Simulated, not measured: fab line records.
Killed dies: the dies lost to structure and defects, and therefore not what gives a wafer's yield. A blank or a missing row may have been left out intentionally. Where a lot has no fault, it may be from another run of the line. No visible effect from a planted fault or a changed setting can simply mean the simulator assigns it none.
Comparing a struck lot with a sound one | flow sky130 | 14 steps out of a route of 708
Sound: wafers L704.1, L704.2, L704.4. The struck wafers were L700.1, L700.4, L700.5. The cause is named last.
Order at every step that has rows: each side's tool, ch and its chambers, its first start. Under that, the readings that differ: sound wafers | struck wafers | difference of the means | sigmas: that difference in standard deviations of wafers without a fault.
alike: readings whose means differ by less than 2 such deviations, and words and numbers that are the same on both sides. not compared: withheld readings, readings that some wafer has no value for, bounds like >300 that may hide the same value, and numbers for which the record gives no deviation and whose values overlap.
A row with sigmas, a row that says differs or no value, or rows on one side alone: a step with any of these is where the two part. Non-overlapping numbers with no deviation appear without sigmas and do not part them. A reading that every wafer of one side lacks parts them only if that side has two wafers or more.

first, 1 step without rows for these wafers: SKY_POLY_CUT_DEVELOP_07 (develop time 60 s).
SKY_POLY_CUT_CD_MEAS_08: the cd target is 270 nm.
  struck on cd-sem-01, day 25 17:52; sound on cd-sem-02, day 27 00:11
  alike: cd-nm
SKY_POLY_CUT_OVL_MEAS_09:
  struck on overlay-02, day 25 17:59; sound on overlay-02, day 27 00:18
  alike: POLY_CUT_OVL
SKY_POLY_CUT_ETCH_10: etches BARC in N2/H2, stops on SiO2, time 45.9 s, target depth 60 nm.
  sound on rie-diel-03 ch 1,2,3, day 27 00:20; struck on rie-diel-04 ch 1,2,3, day 25 18:01
  alike: drypump-motor-current-A, oes-product-au, throttle-valve-pct
  not compared: rf-hours-counter-h
SKY_POLY_CUT_ETCH_11: etches Si3N4 in CF4/CH2F2/Ar, stops on poly-Si, time 42.5 s, target depth 60 nm.
  sound on rie-diel-03 ch 1,2,3, day 27 00:23; struck on rie-diel-04 ch 1,2,3, day 25 18:04
  alike: drypump-motor-current-A, oes-product-au, throttle-valve-pct
  not compared: rf-hours-counter-h
SKY_POLY_CUT_STRIP_12: strips in O2/N2.
  sound on plasma-asher-01 ch 0,1, day 27 00:25; struck on plasma-asher-03 ch 1, day 25 18:07
  reading                     | sound       | struck      | difference | sigmas
  drypump-motor-current-A (A) | 5.1 6.1 5.1 | 6.2 6.1 6.2 | +0.7       | +2
  alike: oes-product-au, strip-time-to-endpoint-s
  not compared: rf-hours-counter-h
then, 6 steps without rows for these wafers: SKY_SD_P_DEHYDRATE_00 (time 60 s); SKY_SD_P_HMDS_01 (prime time 60 s); SKY_SD_P_COAT_02 (resist thk 1140 nm); SKY_SD_P_SOFTBAKE_03 (time 60 s); SKY_SD_P_EXPOSE_04 (exposes mask PSDM, target cd 380 nm); SKY_SD_P_PEB_05.
SKY_SD_P_DEVELOP_06: develop time 60 s.
  sound on litho-track-03 ch 0, day 28 04:37; struck on litho-track-04, day 26 22:16
  no value came back on the struck wafers for chill-plate-temp-C (C), develop-time-s (s); on the sound wafers chill-plate-temp-C (C) reads 23.04 23.16 23.13
SKY_SD_P_CD_MEAS_07: the cd target is 380 nm.
  struck on cd-sem-01, day 26 22:25; sound on cd-sem-01, day 28 04:46
  reading    | sound             | struck | difference                    | sigmas
  cd-nm (nm) | 384.5 382.6 381.2 | - - -  | no value on the struck wafers |

WHERE THEY PART
At SKY_POLY_CUT_STRIP_12 first; at SKY_SD_P_CD_MEAS_07 last (within this record only).

WHY: what had been put in by the simulator
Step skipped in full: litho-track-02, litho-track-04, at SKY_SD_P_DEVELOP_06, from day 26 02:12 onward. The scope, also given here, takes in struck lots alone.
